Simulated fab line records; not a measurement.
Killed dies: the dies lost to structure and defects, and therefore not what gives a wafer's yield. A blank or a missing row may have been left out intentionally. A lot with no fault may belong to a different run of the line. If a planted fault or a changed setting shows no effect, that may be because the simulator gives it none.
fab line records	flow sky130
[record] lots = 10	wafers = 30	lastDay = 49
route steps=708 shown SPACER@304 POLY_CUT@315 LI_CONTACT@365
lots that met no fault: from a run of the same line without faults
startH: hours from the record's opening day to when the first of the lot's shown wafers began	waitH: hours from the lot's prior step to this one	" unchanged from the row above	L1.1+2: a row that stands for several wafers	- no value, or no start given	* or withheld: withheld	< > ~ a bound
route shown NAME@n: a module of which the file shows steps, and the number in the route of the first	usual: the fault-free wafers' mean and standard deviation	same: alike in all rows	chamber/n: place in a boat	sites: the reading at each site	_std_site: the values' standard deviation	_edge_site: mean of outer sites minus mean of inner sites	radiusMm: how far each site lies from the wafer's centre	mask NAME#n: copy n	behind: the tool/chamber that last shaped the wafer	hold: the reason the lot was held/the length of the hold in hours/how it ended	device: whichever transistor did not switch (one of n, p or np)	end of line: tests run on the same wafers once the route is complete	step lacking rows: just its recipe	killed: at the first sort, the dies lost to defects and structure; wafer yield is something else	map: a wafer's dies, marking killed ones x, the rest . and places with no die _
set.NAME: the setting as run; set.NAME@STEP: as run at that earlier step	model.NAME: the simulator's own value behind a step, which no gauge read
one table for each step of the route and one row for each wafer, over a sample of lots
services: the hour from which a tool's chamber was out of use, counted from the record's first day as startH (under 0 if before that day), plus the number of hours and why
[[steps]]
[step SKY_SPACER_CVD_00]
[recipe] material = Si3N4	precursor = DCS/NH3	targetThkNm = 43.1	tempC = 770	timeS = 740	pressureMtorr = 250
[usual] spikeTcBottomC = 786.9/1.4	spikeTcCentreC = 770.2/1	spikeTcLowerC = 769.8/1	spikeTcTopC = 781.3/1.7	spikeTcUpperC = 769.3/1.1	susceptorTempC = 770.0/0.35
lot.wafer	tool	chamber	startH	waitH	spikeTcBottomC	spikeTcCentreC	spikeTcLowerC	spikeTcTopC	spikeTcUpperC	susceptorTempC
L911.3	lpcvd-02	1	519.30	0.0	785.8	769.7	770.0	781.0	769.1	770.1
L911.4	"	1	"	"	788.3	770.9	770.4	778.8	769.4	770.0
L911.5	"	1	"	"	786.8	769.6	769.4	781.6	769.2	769.9
L912.4	lpcvd-02	1	540.96	0.0	786.5	769.1	771.2	780.6	768.6	770.3
L912.5	"	1	"	"	786.4	770.4	769.1	780.9	769.0	770.3
L912.6	"	1	"	"	786.2	772.5	768.3	779.3	769.9	770.3
L913.1	lpcvd-02	1	542.17	0.8	787.3	772.5	770.7	780.5	771.0	770.1
L913.3	"	1	"	"	785.9	771.3	768.2	782.0	768.2	770.0
L913.5	"	1	"	"	786.3	769.6	767.6	780.3	768.4	770.0
L914.3	lpcvd-02	0	559.61	0.0	788.8	770.8	770.2	783.3	768.8	769.7
L914.5	"	0	"	"	788.0	768.6	772.0	783.1	770.0	770.1
L914.6	"	0	"	"	789.4	769.3	770.1	784.5	769.7	769.9
L915.1	lpcvd-02	1	561.42	0.9	785.1	769.3	770.6	780.6	767.9	769.9
L915.4	"	1	"	"	785.6	768.9	769.5	779.3	768.3	769.8
L915.5	"	1	"	"	784.6	769.2	770.4	779.2	770.1	769.8
L916.1	lpcvd-02	0	579.35	0.0	788.5	770.7	770.7	784.2	767.6	769.6
L916.3	"	0	"	"	787.9	771.5	771.2	783.9	770.7	769.9
L916.5	"	0	"	"	790.3	770.3	770.5	785.4	769.7	770.6
L917.2	lpcvd-02	1	583.06	0.0	786.8	769.5	768.4	778.6	769.8	769.4
L917.3	"	1	"	"	787.6	769.5	769.5	781.7	770.7	769.5
L917.6	"	1	"	"	786.1	770.1	768.8	779.1	768.6	769.4
L918.1	lpcvd-02	1	590.31	0.0	787.6	770.1	771.2	779.4	770.2	769.7
L918.2	"	1	"	"	786.6	771.6	771.6	781.1	767.7	770.3
L918.4	"	1	"	"	785.7	768.8	768.4	781.1	769.9	769.5
L926.2	lpcvd-02	1	657.20	1.3	794.2	778.5	776.0	787.9	774.4	776.3
L926.4	"	1	"	"	792.3	777.7	776.1	786.9	774.7	776.7
L926.5	"	1	"	"	794.5	777.9	777.5	788.3	775.1	776.5
L927.1	lpcvd-02	1	667.54	1.2	793.1	775.3	777.9	787.9	776.0	777.3
L927.4	"	1	"	"	792.9	777.3	776.3	785.2	776.9	776.7
L927.6	"	1	"	"	791.3	776.9	777.0	789.0	776.0	776.9
[step SKY_SPACER_THK_MEAS_01]
[recipe] reads = Si3N4_of_SPACER_CVD_00
[usual] SPACER_CVD_00_THK = 43.1/0.4
lot.wafer	tool	chamber	startH	waitH	SPACER_CVD_00_THK[nm]
L911.3	filmMetro-03	-	520.53	0.0	43.3
L911.4	"	-	"	"	42.6
L911.5	"	-	"	"	43.0
L912.4	filmMetro-04	-	542.20	0.0	42.5
L912.5	"	-	"	"	42.5
L912.6	"	-	"	"	42.7
L913.1	filmMetro-04	-	543.37	0.0	42.9
L913.3	"	-	"	"	42.8
L913.5	"	-	"	"	42.5
L914.3	filmMetro-03	-	561.44	0.0	42.6
L914.5	"	-	"	"	42.8
L914.6	"	-	"	"	42.8
L915.1	filmMetro-02	-	562.62	0.0	43.0
L915.4	"	-	"	"	42.8
L915.5	"	-	"	"	43.0
L916.1	filmMetro-02	-	580.56	0.0	43.2
L916.3	"	-	"	"	43.1
L916.5	"	-	"	"	43.1
L917.2	filmMetro-04	-	584.28	0.0	43.5
L917.3	"	-	"	"	43.6
L917.6	"	-	"	"	43.5
L918.1	filmMetro-03	-	591.52	0.0	42.7
L918.2	"	-	"	"	42.6
L918.4	"	-	"	"	42.7
L926.2	filmMetro-03	-	659.02	0.0	49.4
L926.4	"	-	"	"	49.6
L926.5	"	-	"	"	49.4
L927.1	filmMetro-03	-	668.74	0.0	49.4
L927.4	"	-	"	"	49.4
L927.6	"	-	"	"	49.1
[step SKY_SPACER_ETCHBACK_02]
[recipe] chemistry = CH3F/O2	target = Si3N4	stopOn = SiO2	sourceW = 400	biasW = 80	pressureMtorr = 25	ch3fFlowSccm = 40	O2_flow_sccm = 30	timeS = 46.7	targetDepthA = 450
[usual] biasW = 79.97/0.23	drypumpMotorCurrentA = 5.9/0.46	oesProductAu = 0.855/0.0064	throttleValvePct = 10.563/0.0092
lot.wafer	tool	chamber	startH	waitH	biasW	drypumpMotorCurrentA	oesProductAu	rfHoursCounterH	throttleValvePct
L911.3	rieDiel-04	1	520.57	0.0	80.02	5.6	0.863	2	10.537
L911.4	"	2	"	"	80.03	5.6	0.849	2	10.559
L911.5	"	2	"	"	79.77	5.6	0.852	-	10.557
L912.4	rieDiel-02	1	542.23	0.0	79.90	6.3	0.851	3	10.569
L912.5	"	1	"	"	80.22	6.3	0.851	-	10.562
L912.6	"	0	"	"	79.65	6.7	0.853	-	10.558
L913.1	rieDiel-03	0	543.43	0.1	80.10	6.0	0.855	3	10.549
L913.3	"	1	"	"	80.44	5.0	0.861	1	10.564
L913.5	"	0	"	"	80.11	6.0	0.846	-	10.562
L914.3	rieDiel-04	1	561.50	0.1	79.63	5.6	0.847	-	10.572
L914.5	"	1	"	"	79.88	5.6	0.857	-	10.560
L914.6	"	0	"	"	79.79	6.3	0.853	-	10.545
L915.1	rieDiel-03	0	562.68	0.1	79.53	6.0	0.846	3	10.563
L915.4	"	3	"	"	80.06	5.5	0.852	0	10.567
L915.5	"	0	"	"	79.81	6.0	0.850	-	10.560
L916.1	rieDiel-03	1	580.62	0.1	80.13	5.0	0.858	1	10.562
L916.3	"	0	"	"	79.76	6.0	0.854	4	10.574
L916.5	"	1	"	"	80.24	5.0	0.855	-	10.567
L917.2	rieDiel-03	2	584.33	0.0	80.14	5.4	0.867	3	10.592
L917.3	"	3	"	"	79.99	5.5	0.863	0	10.575
L917.6	"	1	"	"	80.59	5.0	0.856	-	10.566
L918.1	rieDiel-04	2	591.58	0.1	80.05	5.6	0.851	3	10.567
L918.2	"	3	"	"	79.96	6.2	0.848	0	10.569
L918.4	"	3	"	"	79.83	6.2	0.843	-	10.551
L926.2	rieDiel-02	0	659.07	0.0	79.84	6.8	0.923	0	10.568
L926.4	"	2	"	"	79.78	5.8	0.920	45	10.559
L926.5	"	0	"	"	80.30	6.8	0.934	-	10.580
L927.1	rieDiel-02	3	668.80	0.1	80.09	5.9	0.931	35	10.563
L927.4	"	0	"	"	79.63	6.7	0.922	1	10.581
L927.6	"	1	"	"	79.95	6.3	0.930	-	10.568
[step SKY_POLY_CUT_CD_MEAS_08]
[recipe] targetCdNm = 270
[usual] cdNm = 270.5/1.5
lot.wafer	tool	chamber	startH	waitH	cdNm
L911.3	cdSem-02	-	550.82	-	269.0
L911.4	"	-	"	"	269.3
L911.5	"	-	"	"	268.5
L912.4	cdSem-02	-	572.13	-	270.1
L912.5	"	-	"	"	271.6
L912.6	"	-	"	"	271.5
L913.1	cdSem-01	-	572.43	-	271.1
L913.3	"	-	"	"	270.3
L913.5	"	-	"	"	268.6
L914.3	cdSem-01	-	591.15	-	271.3
L914.5	"	-	"	"	271.7
L914.6	"	-	"	"	271.3
L915.1	cdSem-01	-	592.13	-	270.9
L915.4	"	-	"	"	272.0
L915.5	"	-	"	"	271.5
L916.1	cdSem-01	-	610.16	-	270.5
L916.3	"	-	"	"	271.4
L916.5	"	-	"	"	270.3
L917.2	cdSem-01	-	612.93	-	269.2
L917.3	"	-	"	"	271.4
L917.6	"	-	"	"	270.8
L918.1	cdSem-02	-	620.93	-	269.6
L918.2	"	-	"	"	270.8
L918.4	"	-	"	"	271.4
L926.2	cdSem-01	-	687.35	-	270.9
L926.4	"	-	"	"	271.3
L926.5	"	-	"	"	270.7
L927.1	cdSem-01	-	696.56	-	267.9
L927.4	"	-	"	"	268.4
L927.6	"	-	"	"	268.9
[step SKY_LI_CONTACT_BOW_MEAS_03]
[recipe] mode = bow
[usual] LI_CONTACT_BOW = 57/6.5
lot.wafer	tool	chamber	startH	waitH	LI_CONTACT_BOW[um]
L911.3	filmMetro-01	-	642.08	0.3	63
L911.4	"	-	"	"	65
L911.5	"	-	"	"	59
L912.4	filmMetro-03	-	660.25	0.2	56
L912.5	"	-	"	"	61
L912.6	"	-	"	"	58
L913.1	filmMetro-03	-	661.49	0.1	62
L913.3	"	-	"	"	56
L913.5	"	-	"	"	45
L914.3	filmMetro-01	-	678.74	0.1	57
L914.5	"	-	"	"	67
L914.6	"	-	"	"	66
L915.1	filmMetro-02	-	679.86	0.2	57
L915.4	"	-	"	"	54
L915.5	"	-	"	"	65
L916.1	filmMetro-03	-	696.60	0.2	53
L916.3	"	-	"	"	58
L916.5	"	-	"	"	69
L917.2	filmMetro-03	-	698.75	0.2	50
L917.3	"	-	"	"	61
L917.6	"	-	"	"	49
L918.1	filmMetro-02	-	705.98	0.1	47
L918.2	"	-	"	"	62
L918.4	"	-	"	"	66
L926.2	filmMetro-01	-	770.31	0.2	51
L926.4	"	-	"	"	61
L926.5	"	-	"	"	55
L927.1	filmMetro-01	-	778.13	0.1	63
L927.4	"	-	"	"	50
L927.6	"	-	"	"	48
[step SKY_LI_CONTACT_RS_MEAS_22]
[recipe] thkMeasGauge = four-point-probe	reads = W_of_LI_CONTACT_CVD_21+TiN_of_LI_CONTACT_SPUTTER_20+Ti_of_LI_CONTACT_SPUTTER_19
[usual] LI_CONTACT_W_RS = 0.281/0.006
lot.wafer	tool	chamber	startH	waitH	LI_CONTACT_W_RS[ohm/sq]
L911.3	filmMetro-02	-	670.35	0.1	0.280
L911.4	"	-	"	"	0.283
L911.5	"	-	"	"	0.286
L912.4	filmMetro-02	-	688.73	0.1	0.283
L912.5	"	-	"	"	0.288
L912.6	"	-	"	"	0.276
L913.1	filmMetro-01	-	690.66	0.1	0.278
L913.3	"	-	"	"	0.276
L913.5	"	-	"	"	0.283
L914.3	filmMetro-02	-	707.50	0.1	0.280
L914.5	"	-	"	"	0.277
L914.6	"	-	"	"	0.282
L915.1	filmMetro-03	-	708.51	0.1	0.284
L915.4	"	-	"	"	0.284
L915.5	"	-	"	"	0.286
L916.1	filmMetro-02	-	723.71	0.1	0.289
L916.3	"	-	"	"	0.292
L916.5	"	-	"	"	0.289
L917.2	filmMetro-03	-	726.98	0.1	0.281
L917.3	"	-	"	"	0.284
L917.6	"	-	"	"	0.283
L918.1	filmMetro-01	-	733.77	0.1	0.281
L918.2	"	-	"	"	0.272
L918.4	"	-	"	"	0.276
L926.2	filmMetro-01	-	797.54	0.1	0.290
L926.4	"	-	"	"	0.290
L926.5	"	-	"	"	0.288
L927.1	filmMetro-02	-	805.63	0.1	0.281
L927.4	"	-	"	"	0.281
L927.6	"	-	"	"	0.272
[[services]]
tool	chamber	startH	hours	kind
rieDiel-04	1	497.68	3.0	repair
rieDiel-03	3	541.26	-	clean
rieDiel-03	3	541.26	17.2	scheduledDown
rieDiel-03	3	541.26	17.2	ventCycle
rieDiel-04	3	544.82	-	clean
rieDiel-04	3	544.82	25.9	scheduledDown
rieDiel-04	3	544.82	25.9	ventCycle
rieDiel-02	-	554.31	14.6	pm
rieDiel-04	2	558.03	8.6	repair
rieDiel-03	-	577.24	0.5	repair
lpcvd-02	-	578.63	0.7	repair
rieDiel-04	0	590.64	9.7	repair
lpcvd-02	-	598.02	14.6	pm
rieDiel-04	0	602.89	12.2	repair
rieDiel-04	2	608.61	6.3	repair
rieDiel-03	1	614.17	24.2	repair
rieDiel-04	0	619.41	12.0	repair
rieDiel-02	0	621.37	-	clean
rieDiel-02	0	621.37	21.6	scheduledDown
rieDiel-02	0	621.37	21.6	ventCycle
rieDiel-04	1	627.86	6.0	repair
rieDiel-03	1	639.47	10.1	repair
lpcvd-02	-	643.90	2.8	pm
rieDiel-04	-	657.34	0.6	repair
[[key]]
[firstSign] step = SKY_SPACER_CVD_00	reading = susceptorTempC	direction = up	sigmas = 19	usual = *	struck = *
[effect] step = SKY_SPACER_CVD_00	reading = spikeTcCentreC	direction = up	sigmas = 6.9	usual = 770.2	struck = 777.3
[effect] step = SKY_SPACER_THK_MEAS_01	reading = SPACER_CVD_00_THK	direction = up	sigmas = 16	usual = 43.1	struck = 49.4
[effect] step = SKY_SPACER_ETCHBACK_02	reading = oesProductAu	direction = up	sigmas = 11	usual = 0.855	struck = 0.927
metAt SKY_SPACER_CVD_00
struckLots L926,L927
struckWafers L926.2,L926.4,L926.5,L927.1,L927.4,L927.6
testerLeftOut L926,L927
notActingAt SKY_POLY_CUT_CD_MEAS_08,SKY_LI_CONTACT_BOW_MEAS_03,SKY_LI_CONTACT_RS_MEAS_22
onsetBetween 590.31 657.20
[fault] kind = processParameterDrift	tool = lpcvd-02	chamber = 1	onsetH = 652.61	steps = SKY_SPACER_CVD_00	channel = tempC	offset = *	shape = step	endH = 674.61	actsIn = *	stated = *
// testerLeftOut: of these lots the tester's yield and bins aren't shown, on N5 and GAA mostly nor the transistor test; their killed dies are dies lost to structure and defects alone, not to doping, threshold or leakage, so they don't give the yield
